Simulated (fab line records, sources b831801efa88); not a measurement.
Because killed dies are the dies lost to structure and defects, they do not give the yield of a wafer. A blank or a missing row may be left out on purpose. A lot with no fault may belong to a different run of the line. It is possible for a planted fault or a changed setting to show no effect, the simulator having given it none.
The tool behind it: which one? | flow sky130 | 36 wafers from 12 lots sampled at 5 of the route's 708 steps

WHAT THE GAUGES READ, wafer by wafer
SKY_VT_ADJUST_HVTP_TW_MEAS_11.
lot  | measured     | on            | VT_ADJUST_HVTP_TW
L228 | day 6 03:11  | film-metro-03 | 1355 1352 1349
L232 | day 7 07:31  | film-metro-03 | 1341 1342 1347
L233 | day 7 10:19  | film-metro-03 | 1346 1333 1345
L234 | day 7 20:23  | film-metro-03 | 1338 1345 1347
L235 | day 8 01:08  | film-metro-04 | 1360 1352 1351
L236 | day 8 03:56  | film-metro-03 | 1335 1346 1337
L237 | day 8 15:52  | film-metro-03 | 1342 1350 1345
L239 | day 9 03:02  | film-metro-03 | 1343 1338 1346
L246 | day 10 22:23 | film-metro-01 | 1350 1342 1347
L247 | day 11 05:30 | film-metro-01 | 1357 1360 1357
L250 | day 11 21:45 | film-metro-04 | 1356 1364 1362
L251 | day 12 04:38 | film-metro-04 | 1354 1354 1356

SKY_VT_ADJUST_LVTN_TW_MEAS_21.
lot  | measured     | on            | VT_ADJUST_LVTN_2_TW
L228 | day 7 19:22  | film-metro-02 | 189.5 187.7 188.8
L232 | day 9 00:20  | film-metro-04 | 189.1 188.5 187.4
L233 | day 9 03:04  | film-metro-02 | 188.8 189.3 189.2
L234 | day 9 13:40  | film-metro-04 | 187.3 188.7 188.5
L235 | day 9 18:38  | film-metro-03 | 185.7 187.3 186.4
L236 | day 9 22:49  | film-metro-03 | 185.3 187.0 187.1
L237 | day 10 11:52 | film-metro-03 | 186.1 186.1 185.2
L239 | day 11 01:13 | film-metro-02 | 189.8 188.2 189.2
L246 | day 12 23:46 | film-metro-02 | 199.4 200.4 199.0
L247 | day 13 08:24 | film-metro-04 | 198.5 198.8 199.2
L250 | day 14 00:19 | film-metro-04 | 189.3 187.9 188.6
L251 | day 14 07:07 | film-metro-03 | 184.8 186.1 185.6

SKY_VT_ADJUST_NCORE_CD_MEAS_07: target cd 380 nm.
lot  | measured     | on        | cd-nm (nm)
L228 | day 8 15:20  | cd-sem-01 | 379.1 379.7 378.4
L232 | day 9 22:54  | cd-sem-01 | 381.9 382.8 380.9
L233 | day 10 02:07 | cd-sem-01 | 377.7 381.3 379.5
L234 | day 10 12:16 | cd-sem-01 | 379.6 379.7 381.2
L235 | day 10 17:19 | cd-sem-01 | 379.1 383.1 381.6
L236 | day 10 21:26 | cd-sem-02 | 378.2 377.3 378.9
L237 | day 11 10:40 | cd-sem-01 | 384.0 380.5 382.8
L239 | day 12 01:20 | cd-sem-01 | 379.4 377.6 377.6
L246 | day 14 00:59 | cd-sem-01 | 378.2 376.9 378.8
L247 | day 14 10:02 | cd-sem-01 | 379.8 383.7 382.9
L250 | day 15 03:12 | cd-sem-01 | 381.3 378.9 379.1
L251 | day 15 09:56 | cd-sem-01 | 380.2 381.0 382.0

WHAT TOOL EACH LOT RAN ON (gives the tool, then ch and the chambers of the sampled wafers, and finally the start)
lot  | SKY_FIELD_ISO_STRIP_16              | SKY_VT_ADJUST_LVTN_IMPLANT_19
L228 | plasma-asher-02 ch 0,1, day 2 05:56 | implanter-01 ch 0, day 7 19:07
L232 | plasma-asher-02 ch 0,1, day 3 04:04 | implanter-04 ch 0, day 9 00:08
L233 | plasma-asher-04 ch 0, day 3 07:04   | implanter-01 ch 0, day 9 02:49
L234 | plasma-asher-02 ch 0,1, day 3 13:42 | implanter-01 ch 0, day 9 13:26
L235 | plasma-asher-02 ch 0,1, day 3 17:06 | implanter-01 ch 0, day 9 18:24
L236 | plasma-asher-03 ch 0,1, day 3 21:51 | implanter-02 ch 0, day 9 22:34
L237 | plasma-asher-04 ch 0,1, day 4 07:11 | implanter-02 ch 0, day 10 11:37
L239 | plasma-asher-02 ch 0,1, day 4 14:54 | implanter-01 ch 0, day 11 00:58
L246 | plasma-asher-03 ch 0,1, day 6 05:34 | implanter-01 ch 0, day 12 23:31
L247 | plasma-asher-03 ch 0,1, day 6 11:29 | implanter-01 ch 0, day 13 08:12
L250 | plasma-asher-03 ch 0, day 6 23:34   | implanter-04 ch 0, day 14 00:05
L251 | plasma-asher-04 ch 0,1, day 7 04:10 | implanter-04 ch 0, day 14 06:52
- SKY_FIELD_ISO_STRIP_16: strips in O2/N2.
- SKY_VT_ADJUST_LVTN_IMPLANT_19

WHAT THE TOOLS THEMSELVES READ (means of the sampled wafers that have a number; where no wafer has one, the mark that the record gives instead)
SKY_FIELD_ISO_STRIP_16.
lot  | tool            | drypump-motor-current-A (A) | oes-product-au (a.u.) | strip-time-to-endpoint-s (s)
L228 | plasma-asher-02 | 5.6                         | 0.382                 | 3.58
L232 | plasma-asher-02 | 5.7                         | 0.382                 | 3.56
L233 | plasma-asher-04 | 5.1                         | 0.377                 | 3.49
L234 | plasma-asher-02 | 5.4                         | 0.378                 | 3.57
L235 | plasma-asher-02 | 5.4                         | 0.374                 | 3.56
L236 | plasma-asher-03 | 5.9                         | 0.376                 | 3.54
L237 | plasma-asher-04 | 5.3                         | 0.382                 | 3.61
L239 | plasma-asher-02 | 5.6                         | 0.379                 | 3.51
L246 | plasma-asher-03 | 5.8                         | 0.377                 | 3.54
L247 | plasma-asher-03 | 6.0                         | 0.383                 | 3.55
L250 | plasma-asher-03 | 5.7                         | 0.377                 | 3.53
L251 | plasma-asher-04 | 5.3                         | 0.377                 | 3.56

SKY_VT_ADJUST_LVTN_IMPLANT_19.
lot  | tool         | beam-on-s (s) | faraday-current-uA
L228 | implanter-01 | 9.94          | 3.70
L232 | implanter-04 | 9.90          | 3.69
L233 | implanter-01 | 9.99          | 3.68
L234 | implanter-01 | 9.95          | 3.69
L235 | implanter-01 | 10.12         | 3.63
L236 | implanter-02 | 10.25         | 3.58
L237 | implanter-02 | 10.15         | 3.61
L239 | implanter-01 | 10.16         | 3.60
L246 | implanter-01 | 11.94         | 3.07
L247 | implanter-01 | 11.93         | 3.07
L250 | implanter-04 | 10.04         | 3.65
L251 | implanter-04 | 10.00         | 3.65

THE ANSWER, worked out from the rows above alone
Rule: the lots themselves supply what counts as usual. Put in order of their means at a reading, lots are off if they are a third of the lots or fewer, leave a main group of 4 or more, and stand apart from it by a gap of 3 or more times the standard deviation of the main group's means; of several such gaps the widest counts. Not used: any main group whose means are identical at the precision the tables above print for the reading. Also off: a lot with no number at a reading for which 4 or more lots have one. The other lots that the step has rows for count as sound. The gauges are gone through in route order, then the tools' own readings, and for those a lot's mean is taken as printed above. At the first step where some lot is off, the reading lying furthest off is the one used; lots without a number count as furthest.
Off: L246, L247, seen at SKY_VT_ADJUST_LVTN_TW_MEAS_21 (VT_ADJUST_LVTN_2_TW). The main group: mean 187.6, standard deviation 1.3.
If a tool, at a process step before that reading, ran all the lots that are off and no sound lot after the first of them, it fits. The gauges at SKY_VT_ADJUST_LVTN_TW_MEAS_21 aren't tried: what is off there is off at SKY_VT_ADJUST_LVTN_IMPLANT_19 too, on other tools, and a gauge's error can't cause that. One candidate fits, namely implanter-01 at SKY_VT_ADJUST_LVTN_IMPLANT_19. Its last sound lot is L239 (day 11 00:58), its first lot that is off L246 (day 12 23:31): a fault that began between those two fits.
The tool's own readings at SKY_VT_ADJUST_LVTN_IMPLANT_19 bear it out: on the lots that are off they differ by more than 5 times the standard deviation of the sound lots' means. beam-on-s reads 11.93 s there against 10.05 s on the sound lots; faraday-current-uA reads 3.07 there against 3.65 on the sound lots.

WHAT HAD BEEN PUT IN BY THE SIMULATOR
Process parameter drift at SKY_VT_ADJUST_LVTN_IMPLANT_19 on implanter-01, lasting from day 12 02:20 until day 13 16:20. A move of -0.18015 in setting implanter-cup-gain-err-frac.
Lots struck among those shown: L246, L247. The same result came from the rule above.
